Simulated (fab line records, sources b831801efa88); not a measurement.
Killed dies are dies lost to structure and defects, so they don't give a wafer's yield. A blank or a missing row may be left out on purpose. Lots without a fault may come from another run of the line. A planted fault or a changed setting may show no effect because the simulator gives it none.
Which tool did it? | flow sky130 | 13 lots, 39 wafers sampled, at 5 steps of a route of 708

WHAT THE GAUGES READ, wafer by wafer
SKY_SD_N_RS_MEAS_16: measures by four-point-probe.
lot  | measured     | on            | SD_N_RS (ohm/sq)
L767 | day 27 16:22 | film_metro-02 | 68.66 68.72 68.75
L768 | day 27 17:10 | film_metro-04 | 68.38 68.35 68.29
L770 | day 28 09:14 | film_metro-01 | 68.20 68.34 68.67
L771 | day 28 14:21 | film_metro-04 | 68.31 68.22 68.43
L772 | day 29 02:18 | film_metro-04 | 68.47 68.56 68.38
L773 | day 29 11:03 | film_metro-04 | 68.31 68.34 68.40
L774 | day 30 11:19 | film_metro-02 | 68.65 68.79 68.58
L776 | day 30 19:28 | film_metro-02 | 68.81 68.74 68.43
L779 | day 32 16:52 | film_metro-01 | 68.52 68.67 68.55
L781 | day 32 19:01 | film_metro-01 | 68.60 68.64 68.76
L782 | day 33 06:59 | film_metro-02 | 68.68 68.45 68.56
L788 | day 34 12:40 | film_metro-01 | 57.42 57.40 57.49 57.40 57.47 57.49
L790 | day 35 03:15 | film_metro-04 | 57.07 57.13 57.27 57.04 57.17 57.31

SKY_METAL1_RS_MEAS_05: measures by four-point-probe.
lot  | measured     | on            | METAL1_ALCU_RS (ohm/sq)
L767 | day 31 14:05 | film_metro-03 | 0.1281 0.1280 0.1246
L768 | day 31 14:06 | film_metro-02 | 0.1267 0.1252 0.1273
L770 | day 32 04:22 | film_metro-03 | 0.1264 0.1245 0.1257
L771 | day 32 08:41 | film_metro-03 | 0.1272 0.1271 0.1280
L772 | day 32 21:41 | film_metro-03 | 0.1272 0.1263 0.1263
L773 | day 33 05:51 | film_metro-02 | 0.1282 0.1288 0.1293
L774 | day 34 05:25 | film_metro-03 | 0.1261 0.1245 0.1235
L776 | day 34 13:04 | film_metro-02 | 0.1264 0.1294 0.1286
L779 | day 36 06:17 | film_metro-04 | 0.1279 0.1274 0.1248
L781 | day 36 09:17 | film_metro-03 | 0.1268 0.1262 0.1280
L782 | day 36 19:29 | film_metro-03 | 0.1240 0.1240 0.1263

WHICH TOOL RAN EACH LOT (tool, then ch and the chambers of the sampled wafers, then the start)
lot  | SKY_SD_N_RTA_14                  | SKY_CONTACT_CVD_24            | SKY_METAL1_SPUTTER_04
L767 | rtp_anneal-01 ch 0, day 27 16:11 | cvd_w-02 ch 0,1, day 31 13:21 | pvd_sputter-04, day 31 14:02
L768 | rtp_anneal-02 ch 0, day 27 16:59 | cvd_w-01 ch 0,1, day 31 13:22 | pvd_sputter-02, day 31 14:03
L770 | rtp_anneal-02 ch 0, day 28 09:03 | cvd_w-01 ch 0,1, day 32 03:19 | pvd_sputter-04, day 32 04:17
L771 | rtp_anneal-01 ch 0, day 28 14:11 | cvd_w-01 ch 0,1, day 32 07:57 | pvd_sputter-02, day 32 08:38
L772 | rtp_anneal-02 ch 0, day 29 02:07 | cvd_w-01 ch 0,1, day 32 20:58 | pvd_sputter-03, day 32 21:38
L773 | rtp_anneal-01 ch 0, day 29 10:51 | cvd_w-02 ch 0,1, day 33 05:01 | pvd_sputter-04, day 33 05:46
L774 | rtp_anneal-02 ch 0, day 30 11:08 | cvd_w-01 ch 0,1, day 34 04:41 | pvd_sputter-03, day 34 05:22
L776 | rtp_anneal-02 ch 0, day 30 19:17 | cvd_w-01 ch 0,1, day 34 12:19 | pvd_sputter-03, day 34 13:00
L779 | rtp_anneal-02 ch 0, day 32 16:41 | cvd_w-01 ch 0, day 36 05:33   | pvd_sputter-03, day 36 06:14
L781 | rtp_anneal-01 ch 0, day 32 18:50 | cvd_w-01 ch 0, day 36 08:32   | pvd_sputter-03, day 36 09:13
L782 | rtp_anneal-02 ch 0, day 33 06:49 | cvd_w-01 ch 0,1, day 36 18:44 | pvd_sputter-03, day 36 19:25
L788 | rtp_anneal-02 ch 0, day 34 12:29 | -                             | -
L790 | rtp_anneal-02 ch 0, day 35 03:05 | -                             | -
- SKY_SD_N_RTA_14: time 2 s.
- SKY_CONTACT_CVD_24: deposits W, target thk 340 nm, time 102.12 s.
- SKY_METAL1_SPUTTER_04: material TiN, target thk 70 nm, time 58.3 s.

WHAT THE TOOLS THEMSELVES READ (means of the sampled wafers that have a number; where no wafer has one, the mark that the record gives instead)
SKY_SD_N_RTA_14.
lot  | tool          | lamp_power_pct (%) | wafer_temp_C_max
L767 | rtp_anneal-01 | 15.70              | 1077.8
L768 | rtp_anneal-02 | 15.73              | 1078.5
L770 | rtp_anneal-02 | 15.74              | 1079.3
L771 | rtp_anneal-01 | 15.74              | 1077.7
L772 | rtp_anneal-02 | 15.75              | 1077.3
L773 | rtp_anneal-01 | 15.72              | 1079.2
L774 | rtp_anneal-02 | 15.72              | 1077.6
L776 | rtp_anneal-02 | 15.77              | 1079.3
L779 | rtp_anneal-02 | 15.80              | 1079.8
L781 | rtp_anneal-01 | 15.75              | 1079.1
L782 | rtp_anneal-02 | 15.68              | 1078.2
L788 | rtp_anneal-02 | 15.71              | 1079.2
L790 | rtp_anneal-02 | 15.75              | 1078.4

SKY_CONTACT_CVD_24.
lot  | tool     | heater_power_outer_w (W) | heater_power_w (W)
L767 | cvd_w-02 | 526                      | 918
L768 | cvd_w-01 | 537                      | 865
L770 | cvd_w-01 | 564                      | 875
L771 | cvd_w-01 | 539                      | 854
L772 | cvd_w-01 | 542                      | 858
L773 | cvd_w-02 | 539                      | 925
L774 | cvd_w-01 | 539                      | 871
L776 | cvd_w-01 | 564                      | 889
L779 | cvd_w-01 | 514                      | 840
L781 | cvd_w-01 | 515                      | 839
L782 | cvd_w-01 | 538                      | 857

SKY_METAL1_SPUTTER_04.
lot  | tool           | throttle_valve_pct (%)
L767 | pvd_sputter-04 | 30.7
L768 | pvd_sputter-02 | 29.8
L770 | pvd_sputter-04 | 30.6
L771 | pvd_sputter-02 | 29.6
L772 | pvd_sputter-03 | 29.1
L773 | pvd_sputter-04 | 30.8
L774 | pvd_sputter-03 | 29.7
L776 | pvd_sputter-03 | 30.6
L779 | pvd_sputter-03 | 29.3
L781 | pvd_sputter-03 | 29.0
L782 | pvd_sputter-03 | 29.8

THE ANSWER, worked out from the rows above alone
Rule: what is usual is taken from the lots themselves. Put in order of their means at a reading, lots are off if they are a third of the lots or fewer, leave a main group of 4 or more, and stand apart from it by a gap of 3 or more times the standard deviation of the main group's means; of several such gaps the widest counts. A main group whose means are all the same, to the digits that the tables above print for the reading, isn't used. A lot without any number at a reading at which 4 lots or more have one is off too. The other lots that the step has rows for count as sound. The gauges are gone through in route order, then the tools' own readings, and for those a lot's mean is taken as printed above. The first step at which some lot is off is used, and at that step the reading that is off furthest; a lot without a number counts as furthest.
Off: L788, L790, at SKY_SD_N_RS_MEAS_16 (SD_N_RS). The main group: mean 68.52 ohm/sq, standard deviation 0.14.
A tool fits if, at a process step before that reading, it ran every lot that is off, and no sound lot after the first of them. The gauges at SKY_SD_N_RS_MEAS_16 are tried like those tools. One fits: rtp_anneal-02 at SKY_SD_N_RTA_14. Its last sound lot is L782 (day 33 06:49), its first lot that is off L788 (day 34 12:29): a fault that began between those two fits.

WHAT THE SIMULATOR HAD PUT IN
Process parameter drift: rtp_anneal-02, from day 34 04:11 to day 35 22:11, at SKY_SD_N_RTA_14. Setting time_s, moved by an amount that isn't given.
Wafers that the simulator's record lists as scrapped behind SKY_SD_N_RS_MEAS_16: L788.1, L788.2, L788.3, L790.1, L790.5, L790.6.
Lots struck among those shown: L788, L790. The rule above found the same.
